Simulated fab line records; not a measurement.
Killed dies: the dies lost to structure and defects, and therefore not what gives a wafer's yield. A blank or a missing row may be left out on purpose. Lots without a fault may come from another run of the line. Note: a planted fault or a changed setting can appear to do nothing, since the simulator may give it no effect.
A lot that was struck, set against a sound lot / flow sky130 / 16 out of 708 route steps
Sound: the wafers L808.1, L808.2, L808.4. Struck: wafers L817.1, L817.2, L817.6. The cause is given at the end.
At each step with rows: each side's tool, then ch and its chambers, then its first start. Under that, the readings that differ: sound wafers / struck wafers / difference of the means / sigmas: that difference in standard deviations of wafers without a fault.
alike: words and numbers the same on both sides, and readings whose means are apart by under 2 such deviations; not compared: readings that were withheld, readings missing a value for some wafer, numbers with overlapping values and no deviation given by the record, and bounds like >300 which may hide the same value.
A row with sigmas, a row that says differs or no value, or rows on one side alone: a step with any of these is where the two part. Non-overlapping numbers with no deviation appear without sigmas and do not part them. Lack of a reading on every wafer of one side parts them only where that side has two or more wafers.

first, 1 step without rows for these wafers: SKY_POLY_CUT_DEVELOP_07 (develop time 60 s).
SKY_POLY_CUT_CD_MEAS_08: target cd 270 nm.
  sound on cd sem-01 at day 27 23:03; struck on cd sem-01 at day 30 07:27
  alike: cd nm
SKY_POLY_CUT_OVL_MEAS_09:
  sound on overlay-01 at day 27 23:10; struck on overlay-01 at day 30 07:34
  alike: POLY_CUT_OVL
SKY_POLY_CUT_ETCH_10: etches BARC in N2/H2, stops on SiO2, time 45.9 s, target depth 60 nm.
  sound on rie diel-04 ch 2,3, day 27 23:12; struck on rie diel-03 ch 0,2,3, day 30 07:36
  alike: drypump motor current A, h2 flow sccm, oes product au, throttle valve pct
  not compared: rf hours counter h
SKY_POLY_CUT_ETCH_11: etches Si3N4 in CF4/CH2F2/Ar, stops on poly-Si, time 42.5 s, target depth 60 nm.
  sound on rie diel-04 ch 2,3, day 27 23:15; struck on rie diel-03 ch 0,2,3, day 30 07:39
  alike: ch2f2 flow sccm, drypump motor current A, oes product au, throttle valve pct
  not compared: rf hours counter h
SKY_POLY_CUT_STRIP_12: strips in O2/N2.
  sound on plasma asher-02 ch 0,1, day 27 23:17; struck on plasma asher-01 ch 0,1, day 30 07:41
  alike: drypump motor current A, oes product au, strip time to endpoint s
  not compared: rf hours counter h
then, 6 steps without rows for these wafers: SKY_SD_P_DEHYDRATE_00 (time 60 s); SKY_SD_P_HMDS_01 (prime time 60 s); SKY_SD_P_COAT_02 (resist thk 1140 nm); SKY_SD_P_SOFTBAKE_03 (time 60 s); SKY_SD_P_EXPOSE_04 (exposes mask PSDM, target cd 380 nm); SKY_SD_P_PEB_05.
SKY_SD_P_DEVELOP_06: develop time 60 s.
  sound on litho track-03 ch 0, day 29 01:04; struck on litho track-03 ch 0, day 31 10:34
SKY_SD_P_CD_MEAS_07: target cd 380 nm.
  sound on cd sem-01 at day 29 01:13; struck on cd sem-02 at day 31 10:43
reading=cd nm (nm); sound=380.4 379.4 379.8; struck=345.6 345.9 343.2; difference=-35.0; sigmas=-15
SKY_SD_P_OVL_MEAS_08:
  sound on overlay-01 at day 29 01:20; struck on overlay-02 at day 31 10:50
  alike: SD_P_OVL
-- the record jumps here: 18 days lie between the struck wafers' starts before and after (it left off in module SD_P and takes up again in module PAD_OPEN, whose first step shown is number 708 of the route) --
SKY_PAD_OPEN_PROBE_99:
  sound on prober-01 at day 48 06:53; struck on prober-02 at day 49 19:02
  alike: killed_at_M0_to_M3, killed_at_M4_up, killed at contacts, killed at front end, killed at other, killed dies, killed on rim, killed open, killed short

WHERE THEY PART
At SKY_SD_P_CD_MEAS_07 and nowhere else, as far as this record goes. Later steps at which nothing parts them and some readings are alike: SKY_SD_P_OVL_MEAS_08, SKY_PAD_OPEN_PROBE_99.

WHY: whatever the simulator had introduced
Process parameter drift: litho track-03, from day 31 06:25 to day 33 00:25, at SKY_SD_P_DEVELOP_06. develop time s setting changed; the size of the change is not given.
